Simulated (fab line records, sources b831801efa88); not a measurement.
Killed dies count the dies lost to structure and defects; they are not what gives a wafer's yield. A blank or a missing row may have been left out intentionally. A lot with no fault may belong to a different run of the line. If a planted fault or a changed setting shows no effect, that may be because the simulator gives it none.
Matching of chambers | flow sky130 | SKY_POLY_CUT_ETCH_11 on rie_diel-03 has 4 sister chambers
The step etches Si3N4 in CF4/CH2F2/Ar, stops on poly-Si, time 42.5 s, target depth 60 nm. 4 wafers are shown with their chamber, then 8 later ones without.

## EACH WAFER AND ITS CHAMBER
wafer  | chamber | drypump_motor_current_A (A)
L206.4 | 3       | 6.4
L206.5 | 0       | 6.4
L206.6 | 1       | 5.1
L211.2 | 2       | 6.2

## WAFERS WITHOUT THEIR CHAMBER
wafer  | drypump_motor_current_A (A)
L211.3 | 6.4
L211.4 | 5.1
L212.4 | 5.1
L212.5 | 6.3
L212.6 | 6.4
L215.2 | 6.4
L215.3 | 5.0
L215.6 | 6.4

## CHAMBER TAKEN BY EACH
wafer  | from the rows above          | in truth
L211.3 | can't be placed: 0 or 3      | 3
L211.4 | 1                            | 1
L212.4 | 1                            | 1
L212.5 | can't be placed: 2 or 0 or 3 | 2
L212.6 | can't be placed: 0 or 3      | 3
L215.2 | can't be placed: 0 or 3      | 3
L215.3 | 1                            | 1
L215.6 | can't be placed: 0 or 3      | 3
3 of 8 placed correctly. Not placeable from these rows: 5 (in 5, the candidates include the true chamber). Number placed wrongly: 0.
How it was worked out, from the rows above alone: a wafer's distance from a chamber is the root of the sum, over the readings, of the square of ((its reading less the chamber's mean) divided by the reading's scatter). If the next closest chamber is less than 2 further off than the closest, the wafer can't be placed; otherwise it belongs to the closest. For every chamber, the mean is computed from those of its wafers that are shown. The scatter: root of mean squared gap, hidden wafer to nearest shown wafer, with one shown wafer a chamber.
